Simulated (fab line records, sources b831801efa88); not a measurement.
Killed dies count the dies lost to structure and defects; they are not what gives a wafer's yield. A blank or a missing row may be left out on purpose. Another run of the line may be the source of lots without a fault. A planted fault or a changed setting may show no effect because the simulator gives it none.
Chamber matching | flow sky130 | 4 sister chambers for SKY_POLY_GATE_ETCH_17 on rie_si-02
The step etches poly-Si in HBr/Cl2, stops on SiO2, target depth 180 nm, time 70.5 s. 16 wafers are shown with their chamber, then 8 later ones without.

== WAFERS WITH THEIR CHAMBER ==
wafer  | chamber | drypump_motor_current_A (A) | HBr_flow_sccm (sccm) | throttle_valve_pct (%)
L852.1 | 2       | 5.9                         | 150.7                | 33.677
L852.2 | 1       | 5.5                         | 149.5                | 33.677
L852.6 | 1       | 5.4                         | 149.6                | 33.684
L854.3 | 3       | 6.0                         | 149.9                | 33.675
L854.5 | 3       | 6.1                         | 149.2                | 33.690
L854.6 | 1       | 5.4                         | 149.9                | 33.680
L858.2 | 0       | 4.8                         | 150.0                | 33.697
L858.4 | 1       | 5.4                         | 150.3                | 33.677
L858.6 | 2       | 5.9                         | 149.7                | 33.694
L859.1 | 0       | 4.8                         | 150.2                | 33.694
L859.2 | 3       | 6.1                         | 150.1                | 33.691
L859.5 | 3       | 6.0                         | 149.7                | 33.698
L862.2 | 0       | 4.8                         | 150.4                | 33.682
L862.4 | 3       | 6.1                         | 150.7                | 33.676
L862.6 | 0       | 4.8                         | 150.7                | 33.691
L863.2 | 0       | 4.8                         | 149.8                | 33.670

SIGNATURES (averages over the wafers above)
reading                 | chamber 0 | chamber 1 | chamber 2 | chamber 3 | scatter within a chamber
drypump_motor_current_A | 4.800     | 5.425     | 5.900     | 6.060     | 0.0403
HBr_flow_sccm           | 150.220   | 149.825   | 150.200   | 149.920   | 0.464
throttle_valve_pct      | 33.68680  | 33.67950  | 33.68550  | 33.68600  | 0.00941
Rule: for each reading, subtract the chamber's mean from the wafer's reading, divide by that reading's scatter and square the result; add these up over the readings and take the root, which gives the wafer's distance from the chamber. The wafer belongs to the nearest chamber; if the next one is less than 2 further off, it can't be placed. The scatter: take each reading less its chamber's mean, square it, sum over the shown wafers, divide by the number of wafers less the number of chambers, and take the root.

== WAFERS WHOSE CHAMBER IS MISSING ==
wafer  | drypump_motor_current_A (A) | HBr_flow_sccm (sccm) | throttle_valve_pct (%)
L863.3 | 5.9                         | 149.6                | 33.692
L863.6 | 5.9                         | 149.5                | 33.683
L866.3 | 6.0                         | 150.4                | 33.691
L866.4 | 4.8                         | 150.4                | 33.678
L866.6 | 5.9                         | 150.2                | 33.684
L872.2 | 5.9                         | 149.1                | 33.678
L872.3 | 6.0                         | 150.3                | 33.685
L872.4 | 4.8                         | 149.8                | 33.685

== CHAMBER TAKEN BY EACH ==
wafer  | from the rows above     | in truth
L863.3 | 2                       | 2
L863.6 | 2                       | 2
L866.3 | can't be placed: 3 or 2 | 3
L866.4 | 0                       | 0
L866.6 | 2                       | 2
L872.2 | can't be placed: 2 or 3 | 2
L872.3 | can't be placed: 3 or 2 | 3
L872.4 | 0                       | 0
Correctly placed: 5 of 8. From these rows, 3 cannot be placed; in 3 the true chamber is one of the candidates. Placed wrongly: 0.
